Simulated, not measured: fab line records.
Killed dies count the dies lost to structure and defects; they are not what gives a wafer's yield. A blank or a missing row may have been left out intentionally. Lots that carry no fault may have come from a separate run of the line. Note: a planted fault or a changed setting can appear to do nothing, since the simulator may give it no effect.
Lot-split experiment    flow gf180mcu    5 lots, 27 wafers read, on a route of 602 steps

== THE SPLIT ITSELF ==
At GF_HV_LDD_CVD_56 (deposits Si3N4 from DCS/NH3, target thk 90 nm, time 1543 s), the setting time_s was moved away from the recipe's 1543 s on 18 of the 27 wafers read, by -22.3% to -17.2%. The other wafers ran this setting at the recipe's value.

== FROM THE SPLIT TO THE READING: what the file shows between them, 1 step ==
- GF_HV_LDD_THK_MEAS_57

== THE READING ==
oes_product_au, in a.u., at GF_HV_LDD_ETCHBACK_58 (etches Si3N4 in CH3F/O2, stops on SiO2, time 100 s, target depth 90 nm). Typical for fault-free wafers on this fab line: 0.845 a.u., with standard deviation 0.0072 a.u.

wafer   tool, chamber at the split  time_s as run, s  against the recipe  oes_product_au, a.u.  against lot-mates on the recipe
L074.1  -, -                        1248              -19.1%              0.756                 no lot-mate on the recipe
L074.2  -, -                        1248              -19.1%              0.751                 no lot-mate on the recipe
L074.3  -, -                        1248              -19.1%              0.759                 no lot-mate on the recipe
L074.4  -, -                        1248              -19.1%              0.755                 no lot-mate on the recipe
L074.5  -, -                        1248              -19.1%              0.760                 no lot-mate on the recipe
L074.6  -, -                        1248              -19.1%              0.767                 no lot-mate on the recipe
L076.2  lpcvd-01, 1                 1543              recipe              0.851                 -
L076.3  lpcvd-01, 1                 1543              recipe              0.846                 -
L076.6  lpcvd-01, 1                 1543              recipe              0.851                 -
L077.1  -, -                        1278              -17.2%              0.751                 no lot-mate on the recipe
L077.2  -, -                        1278              -17.2%              0.762                 no lot-mate on the recipe
L077.3  -, -                        1278              -17.2%              0.746                 no lot-mate on the recipe
L077.4  -, -                        1278              -17.2%              0.758                 no lot-mate on the recipe
L077.5  -, -                        1278              -17.2%              0.760                 no lot-mate on the recipe
L077.6  -, -                        1278              -17.2%              0.762                 no lot-mate on the recipe
L078.1  -, -                        1543              recipe              0.838                 -
L078.2  -, -                        1543              recipe              0.846                 -
L078.3  -, -                        1543              recipe              0.840                 -
L078.4  -, -                        1543              recipe              0.848                 -
L078.5  -, -                        1543              recipe              0.839                 -
L078.6  -, -                        1543              recipe              0.842                 -
L084.1  -, -                        1199              -22.3%              0.747                 no lot-mate on the recipe
L084.2  -, -                        1199              -22.3%              0.742                 no lot-mate on the recipe
L084.3  -, -                        1199              -22.3%              0.750                 no lot-mate on the recipe
L084.4  -, -                        1199              -22.3%              0.743                 no lot-mate on the recipe
L084.5  -, -                        1199              -22.3%              0.729                 no lot-mate on the recipe
L084.6  -, -                        1199              -22.3%              0.743                 no lot-mate on the recipe

THE FIT
A straight line over all 27 wafers: oes_product_au changes by +0.00467 a.u. for each +1% of time_s; r = +0.99; the points scatter about the line by 0.0071 a.u.
Too few moved wafers have a lot-mate on the recipe to fit a line with each lot's own level taken away.

== THE WHOLE CHAIN: every reading that the file lists as answering this split, in the file's order ==
step                   what it does                                                            reading                                                                         change (the file's fit)                    r (the file's)
GF_HV_LDD_CVD_56       deposits Si3N4 from DCS/NH3, target thk 90 nm, time 1543 s              Si3N4_of_HV_LDD_CVD_56.thk_nm (the simulator's own value, which no gauge read)  +0.906 nm for each +1% of the setting      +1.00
GF_HV_LDD_THK_MEAS_57                                                                          HV_LDD_CVD_56_THK                                                               +0.907 for each +1% of the setting         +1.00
GF_HV_LDD_ETCHBACK_58  etches Si3N4 in CH3F/O2, stops on SiO2, time 100 s, target depth 90 nm  oes_product_au                                                                  +0.00466 a.u. for each +1% of the setting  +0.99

== THE FILE'S OWN FIT ==
oes_product_au changes by +0.00466 a.u. for each +1% of time_s, r = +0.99.
